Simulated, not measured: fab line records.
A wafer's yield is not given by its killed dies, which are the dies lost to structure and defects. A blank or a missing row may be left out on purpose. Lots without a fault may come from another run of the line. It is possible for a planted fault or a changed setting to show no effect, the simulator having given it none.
Commonality check across tools -- flow gf180mcu -- 11 lots and 33 wafers in the sample

WHAT PROMPTED THE OPENING
GF_MVSD_TW_MEAS_11, reading MVSD_TW: flagged on 2 of 11 lots. Fault-free wafers read 1572, with a standard deviation of 26.
Rule: flag the lot when none of its wafers has a number, or when each of its wafers that has one lies beyond 4 standard deviations from that mean. All remaining lots are regarded as sound.

lot,measured,on,"MVSD_TW, wafer by wafer",flag
L779,day 4 22:51,film-metro-03,1598 1602 1603,
L782,day 5 10:39,film-metro-01,1563 1567 1567,
L781,day 5 11:01,film-metro-01,1567 1566 1569,
L786,day 6 08:41,film-metro-01,1550 1550 1557,
L789,day 7 01:25,film-metro-03,1786 1792 1790,FLAGGED
L790,day 7 04:15,film-metro-01,1736 1745 1738,FLAGGED
L793,day 8 05:16,film-metro-01,1560 1555 1559,
L799,day 9 21:42,film-metro-03,1596 1608 1616,
L798,day 9 22:08,film-metro-03,1607 1612 1610,
L800,day 10 12:11,film-metro-01,1564 1560 1557,
L801,day 10 14:29,film-metro-02,1539 1532 1529,
Average over the flagged lots: 1764; offset from the usual +192, equal to +7 standard deviations.

LOT BY LOT: THE TOOL USED
2 process steps preceding the reading are held in the record, out of 602 steps in the route. Cell contents, in order: the tool; ch with the chambers the sampled wafers went through; the start.
lot,flag,GF_NWELL_STRIP_10,GF_MVSD_IMPLANT_08
L779,,"plasma-asher-04 ch 0,1, day 3 19:31","implanter-03 ch 0, day 4 22:30"
L782,,"plasma-asher-02 ch 0,1, day 4 07:05","implanter-03 ch 0, day 5 10:15"
L781,,"plasma-asher-01 ch 0,1, day 4 07:56","implanter-03 ch 0, day 5 10:37"
L786,,"plasma-asher-02 ch 0,1, day 5 04:10","implanter-02 ch 0, day 6 08:19"
L789,FLAGGED,"plasma-asher-01 ch 0,1, day 5 20:34","implanter-03 ch 0, day 7 01:02"
L790,FLAGGED,"plasma-asher-02 ch 0,1, day 6 00:23","implanter-03 ch 0, day 7 03:52"
L793,,"plasma-asher-01 ch 0,1, day 6 23:06","implanter-02 ch 0, day 8 04:55"
L799,,"plasma-asher-02 ch 0,1, day 8 11:14","implanter-02 ch 0, day 9 21:19"
L798,,"plasma-asher-01 ch 0,1, day 8 11:31","implanter-04 ch 0, day 9 21:44"
L800,,"plasma-asher-01 ch 0,1, day 9 00:40","implanter-04 ch 0, day 10 11:47"
L801,,"plasma-asher-04 ch 0,1, day 9 02:19","implanter-03 ch 0, day 10 14:05"
What these steps do:
- GF_NWELL_STRIP_10: strips in O2/N2.
- GF_MVSD_IMPLANT_08
- GF_MVSD_TW_MEAS_11

FLAGGED OVER TOTAL, TOOL BY TOOL (the gauges that took the reading come last)
step,tool,lots run,flagged,share of the flagged lots,sound lots run after its first flagged lot
GF_NWELL_STRIP_10,plasma-asher-01,5,1,some,"3 (L793,L798,L800)"
GF_NWELL_STRIP_10,plasma-asher-02,4,1,some,1 (L799)
GF_NWELL_STRIP_10,plasma-asher-04,2,0,none,-
GF_MVSD_IMPLANT_08,implanter-02,3,0,none,-
GF_MVSD_IMPLANT_08,implanter-03,6,2,all,1 (L801)
GF_MVSD_IMPLANT_08,implanter-04,2,0,none,-
GF_MVSD_TW_MEAS_11,film-metro-01,6,1,some,"2 (L793,L800)"
GF_MVSD_TW_MEAS_11,film-metro-02,1,0,none,-
GF_MVSD_TW_MEAS_11,film-metro-03,4,1,some,"2 (L799,L798)"

WHAT THE TABLE PERMITS
All flagged lots share 1 row of the table, namely implanter-03 at GF_MVSD_IMPLANT_08.
- implanter-03 at GF_MVSD_IMPLANT_08 ran 6 lots, 2 of them flagged. Sound lots followed the first flagged one (L801) on it, something a lasting fault affecting the whole tool could not allow. Its own readings lie more than 4 standard deviations out on every wafer of the flagged lots: tilt-deg.
None of the table's rows ran every flagged lot and, after the first, no sound lot.

WHAT HAD BEEN PUT IN BY THE SIMULATOR
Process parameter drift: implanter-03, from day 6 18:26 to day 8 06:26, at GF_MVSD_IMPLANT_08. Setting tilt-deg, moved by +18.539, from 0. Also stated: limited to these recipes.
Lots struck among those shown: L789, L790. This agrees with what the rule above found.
